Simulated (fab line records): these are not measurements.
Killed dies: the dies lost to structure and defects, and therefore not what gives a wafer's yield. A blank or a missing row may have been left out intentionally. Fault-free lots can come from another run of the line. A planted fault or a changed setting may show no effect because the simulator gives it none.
Comparing a struck lot with a sound one	flow sky130	28 steps out of a route of 708
Sound: wafers L557.2, L557.3, L557.4. The struck wafers were L573.3, L573.5, L573.6. Last of all comes the cause.
At each step with rows: each side's tool, then ch and its chambers, then its first start. Under that, the readings that differ: sound wafers	struck wafers	difference of the means	sigmas: that difference in standard deviations of wafers without a fault.
alike: same words and numbers on both sides, and readings whose means sit less than 2 such deviations apart. not compared: any withheld reading, any reading some wafer has no value for, any bound like >300 that may hide the same value, and any number with overlapping values for which the record gives no deviation.
The two part at a step that has a row with sigmas, a row that says differs or no value, or rows on one side only. Numbers that don't overlap but have no deviation are shown without sigmas and don't part them. A reading that every wafer of one side lacks parts them only if that side has two wafers or more.

SKY_SD_P_OVL_MEAS_08:
  sound on overlay-01, day 25 23:10; struck on overlay-01, day 31 10:30
  alike: SD_P_OVL
after that, 1 step had no rows for these wafers: SKY_SD_P_IMPLANT_09.
SKY_SD_P_STRIP_10: strips in O2/N2.
  sound on plasma asher-02 ch 0,1, day 25 23:26; struck on plasma asher-03 ch 0,1, day 31 10:42
  alike: chamber pressure mTorr, drypump motor current A, n2 flow sccm, oes product au, strip time to endpoint s
  not compared: rf hours counter h
SKY_SD_P_TW_MEAS_11:
  sound on film metro-01, day 25 23:33; struck on film metro-02, day 31 10:47
reading	sound	struck	difference	sigmas
SD_P_TW	2861 2852 2857	2807 2785 2790	-63	-3
then, 8 steps without rows for these wafers: SKY_RES_XHIGH_DEHYDRATE_00 (time 60 s); SKY_RES_XHIGH_HMDS_01 (prime time 60 s); SKY_RES_XHIGH_COAT_02 (resist thk 1140 nm); SKY_RES_XHIGH_SOFTBAKE_03 (time 60 s); SKY_RES_XHIGH_EXPOSE_04 (exposes mask URPM, target cd 1270 nm); SKY_RES_XHIGH_PEB_05; SKY_RES_XHIGH_DEVELOP_06 (develop time 60 s); SKY_RES_XHIGH_IMPLANT_07.
SKY_RES_XHIGH_STRIP_08: strips in O2/N2.
  sound on plasma asher-02 ch 0,1, day 27 05:13; struck on plasma asher-02 ch 0,1, day 32 14:59
reading	sound	struck	difference	sigmas
oes product au (a.u.)	0.713 0.713 0.715	0.947 0.944 0.946	+0.232	+54
strip time to endpoint s (s)	14.30 14.30 14.28	- - -	no value on the struck wafers	
model.NOVOLAK_of_RES_XHIGH_COAT_02.thk nm (nm)	0 0 0	113.8 113.8 113.7	+113.8	
  alike: chamber pressure mTorr, drypump motor current A, n2 flow sccm
  not compared: rf hours counter h
SKY_RES_XHIGH_TW_MEAS_09:
  sound on film metro-02, day 27 05:19; struck on film metro-03, day 32 15:04
reading	sound	struck	difference	sigmas
RES_XHIGH_TW	1627 1621 1640	1652 1651 1651	+22	+2
then, 7 steps without rows for these wafers: SKY_SD_N_DEHYDRATE_00 (time 60 s); SKY_SD_N_HMDS_01 (prime time 60 s); SKY_SD_N_COAT_02 (resist thk 1140 nm); SKY_SD_N_SOFTBAKE_03 (time 60 s); SKY_SD_N_EXPOSE_04 (exposes mask NSDM, target cd 380 nm); SKY_SD_N_PEB_05; SKY_SD_N_DEVELOP_06 (develop time 60 s).
SKY_SD_N_CD_MEAS_07 targets a cd of 380 nm.
  sound on cd sem-02, day 28 10:08; struck on cd sem-02, day 33 17:36
  alike: cd nm
SKY_SD_N_OVL_MEAS_08:
  sound on overlay-01, day 28 10:14; struck on overlay-01, day 33 17:42
  alike: SD_N_OVL
then, 2 steps without rows for these wafers: SKY_SD_N_IMPLANT_09; SKY_SD_N_IMPLANT_10.
SKY_SD_N_STRIP_11: strips in O2/N2.
  sound on plasma asher-02 ch 0,1, day 28 10:34; struck on plasma asher-01 ch 0,1, day 33 18:03
reading	sound	struck	difference	sigmas
oes product au (a.u.)	0.521 0.528 0.528	0.532 0.545 0.536	+0.012	+3
strip time to endpoint s (s)	22.51 22.58 22.53	24.23 24.28 24.31	+1.73	+36
  alike: chamber pressure mTorr, drypump motor current A, n2 flow sccm
  not compared: rf hours counter h
SKY_SD_N_TW_MEAS_12:
  sound on film metro-01, day 28 10:40; struck on film metro-01, day 33 18:08
reading	sound	struck	difference	sigmas
SD_N_TW	4008 4018 4021	483 483 483	-3533	-99 or more
then, 1 step without rows for these wafers: SKY_SD_N_CLEAN_13 (cleans in SC1/SC2, time 150 s).

== WHERE THEY PART ==
At SKY_SD_P_TW_MEAS_11 first; at SKY_SD_N_TW_MEAS_12 last (within this record only).

WHY: what had been put in by the simulator
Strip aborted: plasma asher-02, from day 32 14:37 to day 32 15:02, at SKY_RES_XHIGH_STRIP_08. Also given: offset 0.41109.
